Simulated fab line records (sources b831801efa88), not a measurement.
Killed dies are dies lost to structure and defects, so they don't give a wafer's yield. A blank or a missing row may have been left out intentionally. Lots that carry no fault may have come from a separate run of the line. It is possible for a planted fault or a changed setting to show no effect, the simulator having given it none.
Matching of chambers / flow gf180mcu / GF_STI_ETCH_14 on rie si-01 has 4 sister chambers
The step etches Si in HBr/Cl2/O2, target depth 360 nm, time 102.9 s. 4 wafers are shown with their chamber, then 7 later ones without.

== WAFERS PAIRED WITH THEIR CHAMBERS ==
wafer=L595.2; chamber=2; drypump motor current A (A)=6.04
wafer=L595.6; chamber=1; drypump motor current A (A)=6.10
wafer=L597.2; chamber=3; drypump motor current A (A)=5.65
wafer=L597.3; chamber=0; drypump motor current A (A)=6.04

== WAFERS WHOSE CHAMBER IS MISSING ==
wafer=L597.6; drypump motor current A (A)=6.02
wafer=L598.1; drypump motor current A (A)=5.67
wafer=L598.3; drypump motor current A (A)=6.02
wafer=L598.4; drypump motor current A (A)=6.10
wafer=L601.3; drypump motor current A (A)=6.13
wafer=L601.4; drypump motor current A (A)=5.69
wafer=L601.6; drypump motor current A (A)=5.69

== EACH ONE'S CHAMBER ==
wafer=L597.6; from the rows above=can't be placed: 0 or 2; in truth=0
wafer=L598.1; from the rows above=3; in truth=3
wafer=L598.3; from the rows above=can't be placed: 0 or 2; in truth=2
wafer=L598.4; from the rows above=1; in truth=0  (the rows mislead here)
wafer=L601.3; from the rows above=1; in truth=1
wafer=L601.4; from the rows above=3; in truth=3
wafer=L601.6; from the rows above=3; in truth=3
Correct placement for 4 of the 7. Cannot be placed on the basis of these rows: 2; the candidates contain the true chamber in 2. 1 placed wrongly.
How it was worked out, from the rows above alone: a wafer's distance from a chamber is the root of the sum, over the readings, of the square of ((its reading less the chamber's mean) divided by the reading's scatter). The wafer belongs to the nearest chamber; if the next one is less than 2 further off, it can't be placed. A chamber's mean is the mean of its shown wafers. The scatter (one wafer shown for each chamber): square how far every hidden wafer sits from the nearest shown wafer, average those squares and take the square root.
